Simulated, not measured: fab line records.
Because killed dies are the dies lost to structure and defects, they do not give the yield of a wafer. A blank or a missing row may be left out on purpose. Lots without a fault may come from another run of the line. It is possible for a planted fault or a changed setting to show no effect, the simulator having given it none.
Matching of chambers + flow gf180mcu + GF_V2_CMP_26 on cmp-01: 4 sister chambers
The step polishes, stops on SiO2, t overpolish 15 s, target thk 0 nm. 4 wafers are shown with their chamber, then 7 later ones without.

EACH WAFER AND ITS CHAMBER
| wafer  | chamber | motorCurrentA (A) |
|--------|---------|-------------------|
| L243.3 | 3       | 13.3              |
| L244.6 | 2       | 10.6              |
| L246.1 | 1       | 10.9              |
| L246.4 | 0       | 11.2              |

WAFERS WITHOUT THEIR CHAMBER
| wafer  | motorCurrentA (A) |
|--------|-------------------|
| L246.5 | 10.4              |
| L248.1 | 13.5              |
| L248.3 | 10.8              |
| L248.6 | 10.7              |
| L250.1 | 13.5              |
| L250.3 | 11.0              |
| L250.5 | 10.9              |

CHAMBER TAKEN BY EACH
| wafer  | from the rows above     | in truth |
|--------|-------------------------|----------|
| L246.5 | 2                       | 2        |
| L248.1 | 3                       | 3        |
| L248.3 | can't be placed: 1 or 2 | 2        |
| L248.6 | can't be placed: 2 or 1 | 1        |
| L250.1 | 3                       | 3        |
| L250.3 | can't be placed: 1 or 0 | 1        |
| L250.5 | 1                       | 1        |
Placed correctly: 4 of 7. From these rows, 3 cannot be placed; in 3 the true chamber is one of the candidates. Wrongly placed: 0.
How it was worked out, from the rows above alone: a wafer's distance from a chamber is the root of the sum, over the readings, of the square of ((its reading less the chamber's mean) divided by the reading's scatter). The wafer belongs to the nearest chamber; if the next one is less than 2 further off, it can't be placed. A chamber's mean is the mean of its shown wafers. The scatter (one wafer shown for each chamber): square how far every hidden wafer sits from the nearest shown wafer, average those squares and take the square root.
